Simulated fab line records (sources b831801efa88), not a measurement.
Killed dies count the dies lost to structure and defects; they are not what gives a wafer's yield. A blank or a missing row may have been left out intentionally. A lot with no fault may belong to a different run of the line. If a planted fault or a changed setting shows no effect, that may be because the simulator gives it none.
A sampling plan put to the test	flow gf180mcu	one line in one fab, 68 faults in these records, each fault weighed on the records of the lots it struck
Plan = the line's own looks (route steps where a gauge or an inspection reads the wafer without altering it). A look can be judged if struck wafers have a number there and the file gives its usual mean and standard deviation on fault-free wafers. Caught: the struck wafers' mean, at a look after the fault's first step, is 4 or more of those standard deviations (sigma) away from the usual mean. On the tool: the same test on the tool's own readings at the fault's steps. Also counted as caught: the struck wafers showing another recipe, or a record that is empty for them alone.

## THE FAULTS, as the simulator had put them in
1. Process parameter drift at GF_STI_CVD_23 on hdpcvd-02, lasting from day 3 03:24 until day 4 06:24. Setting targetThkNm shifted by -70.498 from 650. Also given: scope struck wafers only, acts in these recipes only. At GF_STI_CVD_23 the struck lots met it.
2. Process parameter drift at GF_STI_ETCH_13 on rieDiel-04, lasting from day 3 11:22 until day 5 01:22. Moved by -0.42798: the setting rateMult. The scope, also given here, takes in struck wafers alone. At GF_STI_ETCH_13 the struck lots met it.
3. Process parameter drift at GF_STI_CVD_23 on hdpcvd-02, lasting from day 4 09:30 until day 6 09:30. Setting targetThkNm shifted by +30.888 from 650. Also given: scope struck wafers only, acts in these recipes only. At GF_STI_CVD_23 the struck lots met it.
4. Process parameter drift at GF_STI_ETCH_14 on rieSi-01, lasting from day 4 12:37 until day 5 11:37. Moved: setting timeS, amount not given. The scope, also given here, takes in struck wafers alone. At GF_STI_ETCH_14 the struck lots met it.
5. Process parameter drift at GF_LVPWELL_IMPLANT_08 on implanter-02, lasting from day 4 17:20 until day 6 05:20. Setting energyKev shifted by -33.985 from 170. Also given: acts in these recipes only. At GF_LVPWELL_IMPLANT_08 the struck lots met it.
6. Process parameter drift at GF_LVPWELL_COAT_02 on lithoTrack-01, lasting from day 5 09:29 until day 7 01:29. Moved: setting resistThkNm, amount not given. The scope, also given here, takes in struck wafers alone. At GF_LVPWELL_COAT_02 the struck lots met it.
7. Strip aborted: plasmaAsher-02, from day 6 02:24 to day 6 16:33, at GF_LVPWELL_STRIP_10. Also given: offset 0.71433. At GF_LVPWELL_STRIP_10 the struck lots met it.
8. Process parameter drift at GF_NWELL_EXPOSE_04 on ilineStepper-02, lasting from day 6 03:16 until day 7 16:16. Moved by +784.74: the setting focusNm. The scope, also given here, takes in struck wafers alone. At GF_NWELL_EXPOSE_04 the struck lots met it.
9. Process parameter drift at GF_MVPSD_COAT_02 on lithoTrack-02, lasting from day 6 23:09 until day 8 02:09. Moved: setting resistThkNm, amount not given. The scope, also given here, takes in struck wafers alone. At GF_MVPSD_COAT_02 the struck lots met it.
10. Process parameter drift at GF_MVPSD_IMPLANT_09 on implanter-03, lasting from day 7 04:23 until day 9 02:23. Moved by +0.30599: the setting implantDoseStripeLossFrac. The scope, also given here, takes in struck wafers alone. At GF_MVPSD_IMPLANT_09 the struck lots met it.
11. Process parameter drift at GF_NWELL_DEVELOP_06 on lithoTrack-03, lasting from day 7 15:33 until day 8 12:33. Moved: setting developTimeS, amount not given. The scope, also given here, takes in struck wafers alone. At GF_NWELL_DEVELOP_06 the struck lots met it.
12. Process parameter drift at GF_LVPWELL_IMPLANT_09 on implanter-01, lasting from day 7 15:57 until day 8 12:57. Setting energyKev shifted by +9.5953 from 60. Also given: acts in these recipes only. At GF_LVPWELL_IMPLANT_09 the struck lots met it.
13. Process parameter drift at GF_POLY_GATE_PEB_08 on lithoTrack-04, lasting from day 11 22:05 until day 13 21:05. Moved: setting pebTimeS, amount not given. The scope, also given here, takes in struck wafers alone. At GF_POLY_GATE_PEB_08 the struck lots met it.
14. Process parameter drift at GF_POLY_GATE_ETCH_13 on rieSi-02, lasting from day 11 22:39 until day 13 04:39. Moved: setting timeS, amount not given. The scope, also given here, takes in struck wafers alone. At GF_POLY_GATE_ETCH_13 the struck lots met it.
15. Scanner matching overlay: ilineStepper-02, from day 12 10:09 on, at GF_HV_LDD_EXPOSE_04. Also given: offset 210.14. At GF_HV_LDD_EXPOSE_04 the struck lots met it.
16. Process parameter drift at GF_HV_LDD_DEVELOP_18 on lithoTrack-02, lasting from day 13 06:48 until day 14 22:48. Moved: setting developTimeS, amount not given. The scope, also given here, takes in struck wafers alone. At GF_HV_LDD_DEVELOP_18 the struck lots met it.
17. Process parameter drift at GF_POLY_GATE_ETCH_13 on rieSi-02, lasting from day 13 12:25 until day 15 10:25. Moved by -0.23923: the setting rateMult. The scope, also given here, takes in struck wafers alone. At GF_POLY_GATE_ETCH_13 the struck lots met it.
18. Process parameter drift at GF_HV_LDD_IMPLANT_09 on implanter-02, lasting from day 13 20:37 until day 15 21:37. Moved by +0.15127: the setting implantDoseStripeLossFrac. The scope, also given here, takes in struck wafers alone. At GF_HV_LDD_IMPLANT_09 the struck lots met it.
19. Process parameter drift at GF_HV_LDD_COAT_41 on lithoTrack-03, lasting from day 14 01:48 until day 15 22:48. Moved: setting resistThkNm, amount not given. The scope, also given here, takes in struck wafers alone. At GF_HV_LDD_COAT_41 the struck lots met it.
20. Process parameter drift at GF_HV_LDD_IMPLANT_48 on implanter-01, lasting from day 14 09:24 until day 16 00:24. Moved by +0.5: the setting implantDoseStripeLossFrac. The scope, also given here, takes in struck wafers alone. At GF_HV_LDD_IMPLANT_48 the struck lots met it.
21. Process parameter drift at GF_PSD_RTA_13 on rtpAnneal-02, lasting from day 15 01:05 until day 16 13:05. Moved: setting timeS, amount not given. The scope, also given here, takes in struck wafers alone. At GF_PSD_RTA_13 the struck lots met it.
22. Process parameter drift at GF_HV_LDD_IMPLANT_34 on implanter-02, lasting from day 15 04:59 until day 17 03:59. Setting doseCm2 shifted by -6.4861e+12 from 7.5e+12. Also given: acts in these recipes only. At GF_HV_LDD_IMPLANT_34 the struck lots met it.
23. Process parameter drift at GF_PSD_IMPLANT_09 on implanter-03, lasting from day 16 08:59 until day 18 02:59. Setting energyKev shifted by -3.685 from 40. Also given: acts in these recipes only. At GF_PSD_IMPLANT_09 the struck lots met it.
24. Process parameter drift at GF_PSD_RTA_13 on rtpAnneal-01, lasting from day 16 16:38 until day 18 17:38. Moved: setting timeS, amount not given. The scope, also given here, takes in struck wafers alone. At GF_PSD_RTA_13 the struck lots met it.
25. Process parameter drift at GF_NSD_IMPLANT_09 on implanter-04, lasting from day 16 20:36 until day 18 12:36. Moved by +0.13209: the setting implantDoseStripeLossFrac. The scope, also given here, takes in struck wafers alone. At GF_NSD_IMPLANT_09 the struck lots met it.
26. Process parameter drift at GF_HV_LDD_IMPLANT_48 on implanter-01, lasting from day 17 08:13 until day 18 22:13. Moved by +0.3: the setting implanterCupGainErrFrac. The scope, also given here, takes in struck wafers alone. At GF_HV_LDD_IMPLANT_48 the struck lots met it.
27. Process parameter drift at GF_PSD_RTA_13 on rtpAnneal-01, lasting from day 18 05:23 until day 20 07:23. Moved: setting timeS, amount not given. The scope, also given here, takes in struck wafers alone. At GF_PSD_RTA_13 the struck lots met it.
28. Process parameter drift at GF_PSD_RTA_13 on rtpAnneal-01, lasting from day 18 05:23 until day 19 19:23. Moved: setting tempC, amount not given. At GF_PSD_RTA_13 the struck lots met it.
29. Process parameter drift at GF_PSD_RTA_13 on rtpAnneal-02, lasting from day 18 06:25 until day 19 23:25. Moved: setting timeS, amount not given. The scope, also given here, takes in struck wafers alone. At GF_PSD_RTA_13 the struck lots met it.
30. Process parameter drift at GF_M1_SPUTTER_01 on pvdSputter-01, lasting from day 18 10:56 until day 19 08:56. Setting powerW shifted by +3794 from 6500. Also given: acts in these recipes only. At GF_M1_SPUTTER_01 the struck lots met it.
31. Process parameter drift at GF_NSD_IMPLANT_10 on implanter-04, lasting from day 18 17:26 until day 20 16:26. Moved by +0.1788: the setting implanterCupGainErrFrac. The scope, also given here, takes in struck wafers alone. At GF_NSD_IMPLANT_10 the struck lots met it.
32. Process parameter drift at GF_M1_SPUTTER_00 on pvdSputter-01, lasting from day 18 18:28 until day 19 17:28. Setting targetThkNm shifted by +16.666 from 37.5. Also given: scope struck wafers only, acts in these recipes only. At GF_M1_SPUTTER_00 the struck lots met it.
33. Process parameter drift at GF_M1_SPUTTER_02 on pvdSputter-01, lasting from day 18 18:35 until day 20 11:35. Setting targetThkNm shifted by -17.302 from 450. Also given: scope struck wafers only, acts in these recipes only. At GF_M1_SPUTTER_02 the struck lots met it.
34. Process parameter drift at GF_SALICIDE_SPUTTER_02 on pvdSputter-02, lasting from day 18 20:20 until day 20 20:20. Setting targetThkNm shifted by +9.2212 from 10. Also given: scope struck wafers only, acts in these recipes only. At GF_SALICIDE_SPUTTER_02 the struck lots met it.
35. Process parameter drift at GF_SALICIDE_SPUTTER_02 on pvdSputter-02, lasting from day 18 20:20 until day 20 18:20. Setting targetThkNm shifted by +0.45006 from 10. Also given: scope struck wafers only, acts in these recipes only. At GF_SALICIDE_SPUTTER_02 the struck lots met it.
36. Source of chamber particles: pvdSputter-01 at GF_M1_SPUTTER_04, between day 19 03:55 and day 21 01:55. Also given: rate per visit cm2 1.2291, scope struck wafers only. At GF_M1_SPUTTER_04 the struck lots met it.
37. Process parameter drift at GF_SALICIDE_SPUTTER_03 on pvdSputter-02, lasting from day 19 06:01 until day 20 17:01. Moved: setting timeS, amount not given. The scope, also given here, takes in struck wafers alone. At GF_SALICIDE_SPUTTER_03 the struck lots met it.
38. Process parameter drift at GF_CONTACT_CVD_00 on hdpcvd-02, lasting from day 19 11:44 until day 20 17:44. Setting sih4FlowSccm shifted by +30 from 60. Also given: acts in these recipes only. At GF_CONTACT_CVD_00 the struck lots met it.
39. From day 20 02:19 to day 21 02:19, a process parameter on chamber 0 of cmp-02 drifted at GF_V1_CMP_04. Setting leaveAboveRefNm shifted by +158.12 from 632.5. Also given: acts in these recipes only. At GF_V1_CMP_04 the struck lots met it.
40. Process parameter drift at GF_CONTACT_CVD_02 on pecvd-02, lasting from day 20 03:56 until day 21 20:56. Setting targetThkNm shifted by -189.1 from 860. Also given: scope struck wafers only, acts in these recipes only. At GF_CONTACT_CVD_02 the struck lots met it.
41. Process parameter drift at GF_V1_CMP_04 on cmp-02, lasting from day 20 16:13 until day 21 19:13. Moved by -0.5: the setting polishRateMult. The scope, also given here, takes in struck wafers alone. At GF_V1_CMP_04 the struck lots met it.
42. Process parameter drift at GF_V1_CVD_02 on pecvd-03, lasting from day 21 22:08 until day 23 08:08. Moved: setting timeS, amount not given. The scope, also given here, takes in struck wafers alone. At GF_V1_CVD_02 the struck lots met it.
43. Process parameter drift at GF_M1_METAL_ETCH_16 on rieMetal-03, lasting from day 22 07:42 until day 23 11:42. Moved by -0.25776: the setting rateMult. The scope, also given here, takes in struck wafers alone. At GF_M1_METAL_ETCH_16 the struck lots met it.
44. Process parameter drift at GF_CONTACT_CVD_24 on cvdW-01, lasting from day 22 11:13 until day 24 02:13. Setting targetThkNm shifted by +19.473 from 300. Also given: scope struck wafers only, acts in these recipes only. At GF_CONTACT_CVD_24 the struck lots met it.
45. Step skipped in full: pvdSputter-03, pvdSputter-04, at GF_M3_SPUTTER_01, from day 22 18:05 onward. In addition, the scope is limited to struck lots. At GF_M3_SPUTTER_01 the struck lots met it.
46. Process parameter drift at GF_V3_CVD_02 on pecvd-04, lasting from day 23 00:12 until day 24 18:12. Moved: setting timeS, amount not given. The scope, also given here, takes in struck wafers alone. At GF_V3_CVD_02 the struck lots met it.
47. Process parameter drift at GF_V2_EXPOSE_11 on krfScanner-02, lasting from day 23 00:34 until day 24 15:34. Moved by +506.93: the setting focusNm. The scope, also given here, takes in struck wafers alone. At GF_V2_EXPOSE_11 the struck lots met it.
48. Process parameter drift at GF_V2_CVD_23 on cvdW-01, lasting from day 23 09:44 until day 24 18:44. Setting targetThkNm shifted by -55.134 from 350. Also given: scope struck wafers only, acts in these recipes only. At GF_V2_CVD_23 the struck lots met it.
49. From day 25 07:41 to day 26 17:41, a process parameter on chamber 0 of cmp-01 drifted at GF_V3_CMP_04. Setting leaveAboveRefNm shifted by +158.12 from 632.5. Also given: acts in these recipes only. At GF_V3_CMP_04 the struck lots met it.
50. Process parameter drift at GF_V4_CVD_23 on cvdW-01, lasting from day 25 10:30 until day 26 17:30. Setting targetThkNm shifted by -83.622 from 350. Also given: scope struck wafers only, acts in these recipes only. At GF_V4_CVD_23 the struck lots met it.
51. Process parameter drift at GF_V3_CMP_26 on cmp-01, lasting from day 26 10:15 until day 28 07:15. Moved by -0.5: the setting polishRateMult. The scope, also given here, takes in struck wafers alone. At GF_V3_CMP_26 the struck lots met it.
52. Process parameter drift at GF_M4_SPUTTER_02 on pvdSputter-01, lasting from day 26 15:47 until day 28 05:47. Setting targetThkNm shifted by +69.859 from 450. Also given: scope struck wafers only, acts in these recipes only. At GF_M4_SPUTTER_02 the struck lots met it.
53. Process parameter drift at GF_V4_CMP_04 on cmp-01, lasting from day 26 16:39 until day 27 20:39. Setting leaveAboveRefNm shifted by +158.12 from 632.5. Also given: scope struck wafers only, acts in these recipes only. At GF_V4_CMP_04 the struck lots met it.
54. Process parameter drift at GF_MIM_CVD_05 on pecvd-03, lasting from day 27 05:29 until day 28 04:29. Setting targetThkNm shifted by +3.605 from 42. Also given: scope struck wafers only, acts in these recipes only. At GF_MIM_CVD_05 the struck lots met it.
55. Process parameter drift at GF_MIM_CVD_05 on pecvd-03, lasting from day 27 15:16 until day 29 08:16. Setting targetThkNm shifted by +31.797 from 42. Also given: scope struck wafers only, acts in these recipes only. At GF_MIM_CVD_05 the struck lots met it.
56. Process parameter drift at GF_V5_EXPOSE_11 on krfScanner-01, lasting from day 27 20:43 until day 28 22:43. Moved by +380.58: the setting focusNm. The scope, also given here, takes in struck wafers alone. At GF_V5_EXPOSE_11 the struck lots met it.
57. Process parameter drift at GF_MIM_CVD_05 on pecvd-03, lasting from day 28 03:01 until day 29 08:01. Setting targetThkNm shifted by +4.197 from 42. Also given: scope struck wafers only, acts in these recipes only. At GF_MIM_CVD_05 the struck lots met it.
58. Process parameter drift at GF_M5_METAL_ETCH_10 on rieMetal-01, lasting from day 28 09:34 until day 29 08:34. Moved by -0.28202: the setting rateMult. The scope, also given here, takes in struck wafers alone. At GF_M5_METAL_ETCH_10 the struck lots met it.
59. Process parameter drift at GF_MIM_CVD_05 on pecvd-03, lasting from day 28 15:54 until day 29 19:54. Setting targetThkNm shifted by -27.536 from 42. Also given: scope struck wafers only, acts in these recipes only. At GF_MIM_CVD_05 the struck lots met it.
60. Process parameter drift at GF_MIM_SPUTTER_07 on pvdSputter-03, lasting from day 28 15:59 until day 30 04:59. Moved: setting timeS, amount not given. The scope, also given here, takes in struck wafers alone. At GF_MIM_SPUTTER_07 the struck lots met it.
61. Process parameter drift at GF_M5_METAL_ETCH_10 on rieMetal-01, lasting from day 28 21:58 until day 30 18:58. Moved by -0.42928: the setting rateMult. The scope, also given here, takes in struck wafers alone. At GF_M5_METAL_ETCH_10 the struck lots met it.
62. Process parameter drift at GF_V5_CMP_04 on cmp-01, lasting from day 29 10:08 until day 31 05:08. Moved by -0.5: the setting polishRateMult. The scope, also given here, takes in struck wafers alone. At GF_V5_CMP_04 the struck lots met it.
63. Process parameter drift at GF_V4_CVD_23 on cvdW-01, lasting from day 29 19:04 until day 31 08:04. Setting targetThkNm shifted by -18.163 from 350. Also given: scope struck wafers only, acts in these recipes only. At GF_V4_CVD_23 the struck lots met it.
64. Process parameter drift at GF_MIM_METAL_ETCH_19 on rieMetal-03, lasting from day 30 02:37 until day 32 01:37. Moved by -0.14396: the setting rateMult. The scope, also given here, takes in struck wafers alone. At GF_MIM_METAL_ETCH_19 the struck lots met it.
65. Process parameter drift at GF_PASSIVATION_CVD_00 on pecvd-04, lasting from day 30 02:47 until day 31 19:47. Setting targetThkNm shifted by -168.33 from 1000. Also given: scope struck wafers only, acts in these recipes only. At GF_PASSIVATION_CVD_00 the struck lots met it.
66. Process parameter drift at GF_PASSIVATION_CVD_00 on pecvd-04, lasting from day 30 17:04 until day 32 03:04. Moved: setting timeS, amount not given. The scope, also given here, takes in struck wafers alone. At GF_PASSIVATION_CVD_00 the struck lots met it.
67. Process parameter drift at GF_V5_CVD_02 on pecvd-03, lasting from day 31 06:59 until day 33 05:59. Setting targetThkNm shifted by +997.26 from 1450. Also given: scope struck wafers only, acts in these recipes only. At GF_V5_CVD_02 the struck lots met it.
68. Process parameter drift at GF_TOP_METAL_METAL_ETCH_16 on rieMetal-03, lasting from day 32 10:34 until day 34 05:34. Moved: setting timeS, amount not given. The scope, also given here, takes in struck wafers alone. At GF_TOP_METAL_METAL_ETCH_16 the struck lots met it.

## WHAT THE PLAN SAW
fault	on the tool itself	first look that catches it	reading, sigma	median hours from its first step to that look	hours from the fault's start to the first struck lot there	judged looks passed uncaught
1	no reading that can be judged	GF_STI_THK_MEAS_24	STI_CVD_23_THK -8.7	0.1	3	0
2	oesProductAu -14 sigma	no look after it can be judged	-	-	-	0
3	no reading that can be judged	GF_STI_THK_MEAS_24	STI_CVD_23_THK +4.0	0.1	23	0
4	runLengthS -99 or beyond sigma	none of the 2 looks that can be judged after it	-	-	-	2
5	beamEnergyKeV -99 or beyond sigma	GF_VT_IMPLANT_RS_MEAS_48	LVPWELL_RS +22	92.4	93	2
6	no reading that can be judged	no look after it can be judged	-	-	-	0
7	oesProductAu +47 sigma	GF_MVSD_TW_MEAS_11	MVSD_TW -99 or beyond	15.1	29	0
8	under 2 sigma	none of the 5 looks that can be judged after it	-	-	-	5
9	under 2 sigma	none of the 2 looks that can be judged after it	-	-	-	2
10	under 2 sigma	none of the 4 looks that can be judged after it	strongest: MVPSD_RS at GF_VT_IMPLANT_RS_MEAS_49, +3.2	-	-	4
11	no reading that can be judged	not the one look that can be judged after it	-	-	-	1
12	beamEnergyKeV +99 or beyond sigma	none of the 2 looks that can be judged after it	strongest: LVPWELL_RS at GF_VT_IMPLANT_RS_MEAS_48, +3.7	-	-	2
13	heaterPowerTotalW +81 sigma	GF_POLY_GATE_CD_MEAS_10	cdNm +4.6	0.3	4	0
14	runLengthS -58 sigma	no look after it can be judged	-	-	-	0
15	no reading that can be judged	GF_HV_LDD_OVL_MEAS_08	HV_LDD_OVL +99 or beyond	9.7	13	0
16	no reading that can be judged	GF_HV_LDD_TW_MEAS_23	HV_LDD_2_TW -99 or beyond	0.6	7	0
17	oesProductAu -15 sigma	no look after it can be judged	-	-	-	0
18	under 2 sigma	none of the 8 looks that can be judged after it	strongest: HV_LDD_RS at GF_HV_LDD_RS_MEAS_53, +3.0	-	-	8
19	under 2 sigma	none of the 2 looks that can be judged after it	strongest: cdNm at GF_HV_LDD_CD_MEAS_46, -2.8	-	-	2
20	no reading that can be judged	GF_HV_LDD_TW_MEAS_50	HV_LDD_4_TW -21	0.2	5	0
21	runLengthS +22 sigma	GF_PSD_RS_MEAS_14	NSD_RS -24	0.1	3	0
22	doseIonsCm2 -99 or beyond sigma	GF_HV_LDD_TW_MEAS_38	HV_LDD_3_TW -14	0.5	6	0
23	beamEnergyKeV -99 or beyond sigma	GF_PSD_RS_MEAS_15	PSD_RS +17	0.6	5	1
24	runLengthS +66 sigma	GF_PSD_RS_MEAS_14	NSD_RS -56	0.1	32	0
25	under 2 sigma	none of the 8 looks that can be judged after it	strongest: NSD_RS at GF_PSD_RS_MEAS_14, +2.6	-	-	8
26	faradayCurrentUA +15 sigma	GF_HV_LDD_TW_MEAS_50	HV_LDD_4_TW -16	0.2	5	0
27	runLengthS +39 sigma	GF_PSD_RS_MEAS_14	NSD_RS -40	0.1	5	0
28	under 2 sigma	GF_PSD_RS_MEAS_14	NSD_RS -37	0.1	5	0
29	runLengthS +13 sigma	GF_PSD_RS_MEAS_14	NSD_RS -14	0.1	15	0
30	cathodeDcPowerW +99 or beyond sigma	no look after it can be judged	-	-	-	0
31	faradayCurrentUA +9.0 sigma	GF_PSD_RS_MEAS_14	NSD_RS +10	24.5	35	1
32	only faintly: throttleValvePct -2.1 sigma	no look after it can be judged	-	-	-	0
33	under 2 sigma	not the one look that can be judged after it	strongest: M1_ALCU_RS at GF_M1_RS_MEAS_05, +3.4	-	-	1
34	under 2 sigma	GF_SALICIDE_RS_MEAS_04	SALICIDE_TIN_RS -18	0.1	4	0
35	under 2 sigma	no look after it can be judged	-	-	-	0
36	under 2 sigma	none of the 2 looks that can be judged after it	-	-	-	2
37	under 2 sigma	GF_SALICIDE_THK_MEAS_05	SALICIDE_TIN_THK -5.1	0.2	6	0
38	sih4FlowSccm +99 or beyond sigma	GF_CONTACT_THK_MEAS_01	CONTACT_CVD_00_THK +31	0.1	11	0
39	timeToEndpointS -6.6 sigma	none of the 2 looks that can be judged after it	-	-	-	2
40	under 2 sigma	GF_CONTACT_THK_MEAS_03	CONTACT_CVD_02_THK -14	0.1	6	0
41	only faintly: timeToEndpointS +3.4 sigma	not the one look that can be judged after it	-	-	-	1
42	runLengthS +74 sigma	GF_V1_THK_MEAS_03	V1_CVD_02_THK +22	0.1	7	0
43	oesProductAu -22 sigma	no look after it can be judged	-	-	-	0
44	under 2 sigma	GF_CONTACT_RS_MEAS_25	CONTACT_W_RS -4.4	0.1	24	0
45	the tool's record is blank for the struck wafers	none of the 2 looks that can be judged after it	-	-	-	2
46	runLengthS -83 sigma	GF_V3_THK_MEAS_03	V3_CVD_02_THK -33	0.1	21	0
47	under 2 sigma	GF_V2_CD_MEAS_14	cdNm +11	11.0	22	0
48	under 2 sigma	GF_V2_RS_MEAS_24	V2_W_RS +15	0.1	20	0
49	timeToEndpointS -6.0 sigma	no look after it can be judged	-	-	-	0
50	under 2 sigma	GF_V4_RS_MEAS_24	V4_W_RS +28	0.1	1	0
51	overpolishRunS -99 or beyond sigma	no look after it can be judged	-	-	-	0
52	under 2 sigma	GF_M4_RS_MEAS_05	M4_ALCU_RS -10	0.1	10	0
53	timeToEndpointS -8.9 sigma	no look after it can be judged	-	-	-	0
54	under 2 sigma	GF_MIM_THK_MEAS_06	MIM_CVD_05_THK +6.6	0.0	6	0
55	under 2 sigma	GF_MIM_THK_MEAS_06	MIM_CVD_05_THK +58	0.0	4	0
56	no reading that can be judged	GF_V5_CD_MEAS_14	cdNm +7.2	9.7	12	0
57	under 2 sigma	GF_MIM_THK_MEAS_06	MIM_CVD_05_THK +8.0	0.0	8	0
58	oesProductAu -25 sigma	no look after it can be judged	-	-	-	0
59	under 2 sigma	GF_MIM_THK_MEAS_06	MIM_CVD_05_THK -50	0.0	5	0
60	under 2 sigma	no look after it can be judged	-	-	-	0
61	oesProductAu -41 sigma	no look after it can be judged	-	-	-	0
62	under 2 sigma	no look after it can be judged	-	-	-	0
63	under 2 sigma	GF_V4_RS_MEAS_24	V4_W_RS +5.1	0.1	8	0
64	only faintly: oesProductAu -3.0 sigma	no look after it can be judged	-	-	-	0
65	under 2 sigma	GF_PASSIVATION_THK_MEAS_01	PASSIVATION_CVD_00_THK -12	0.1	24	0
66	runLengthS +7.6 sigma	GF_PASSIVATION_THK_MEAS_01	PASSIVATION_CVD_00_THK +4.1	0.1	33	0
67	under 2 sigma	GF_V5_THK_MEAS_03	V5_CVD_02_THK +42	0.1	26	0
68	runLengthS +19 sigma	no look after it can be judged	-	-	-	0
A dash: this means the fault isn't caught or the number doesn't appear in these records.

Caught at a look: 37 of 68. Caught on the tool: 30 of 68. By one or the other: 52 of 68.
Faults 2, 4, 12, 14, 17, 30, 39, 43, 45, 49, 51, 53, 58, 61, 68 were caught on the tool alone.
Caught at a look alone: faults 1, 3, 15, 16, 20, 28, 34, 37, 40, 44, 47, 48, 50, 52, 54, 55, 56, 57, 59, 63, 65, 67.
Caught by neither: faults 6, 8, 9, 10, 11, 18, 19, 25, 32, 33, 35, 36, 41, 60, 62, 64.

## THINNER SAMPLING
Were the look that catches a fault to measure just every second or every third lot (counted by lot number), the first struck lot would, at worst, be measured this late:
fault	struck lots at that look, in order of time	every lot	every second lot	every third lot
1	L580, L581, L582	3 h	7 h	14 h
3	L868	23 h	may miss it	may miss it
5	L148, L151	93 h	113 h	may miss all 2
7	L513	29 h	may miss it	may miss it
13	L494, L497	4 h	28 h	may miss all 2
15	L266, L267	13 h	19 h	may miss all 2
16	L868, L869, L872	7 h	13 h	may miss all 3
20	L613, L616, L617	5 h	28 h	may miss all 3
21	L313, L314, L315	3 h	10 h	27 h
22	L349, L354	6 h	45 h	may miss all 2
23	L143, L144, L145	5 h	10 h	23 h
24	L922, L923	32 h	42 h	may miss all 2
26	L707, L708, L709	5 h	17 h	23 h
27	L607, L610, L612	5 h	32 h	may miss all 3
28	L890, L893	5 h	32 h	may miss all 2
29	L583, L584, L586	15 h	26 h	may miss all 3
31	L880, L881, L882	35 h	43 h	65 h
34	L423, L424, L427	4 h	15 h	may miss all 3
37	L980	6 h	may miss it	may miss it
38	L816, L817	11 h	22 h	may miss all 2
40	L987, L990	6 h	26 h	may miss all 2
42	L930, L931	7 h	14 h	may miss all 2
44	L188, L190	24 h	may miss all 2	may miss all 2
46	L484, L485	21 h	26 h	may miss all 2
47	L243, L244	22 h	29 h	may miss all 2
48	L583, L584	20 h	31 h	may miss all 2
50	L247, L249	1 h	may miss all 2	may miss all 2
52	L779	10 h	may miss it	may miss it
54	L814, L815	6 h	13 h	may miss all 2
55	L531, L533, L534	4 h	29 h	may miss all 3
56	L896, L897, L898	12 h	29 h	31 h
57	L168, L169, L170	8 h	18 h	24 h
59	L753, L754, L755	5 h	11 h	16 h
63	L122, L123	8 h	22 h	may miss all 2
65	L452	24 h	may miss it	may miss it
66	L846	33 h	may miss it	may miss it
67	L390	26 h	may miss it	may miss it
Hours are from the fault's start to the first struck lot that is measured. 4 sigma limit: tested on the pooled struck wafers, so a lone lot may be under it. Other struck lots may not be in these records.

## THE LONGEST TIMED WAY FROM STEP TO LOOK
Fault 5: median gap of 92.4 hours between GF_LVPWELL_IMPLANT_08 and GF_VT_IMPLANT_RS_MEAS_48. The looks between them that can be judged stayed within 4 sigma: GF_LVPWELL_TW_MEAS_11, GF_VT_IMPLANT_RS_MEAS_46.
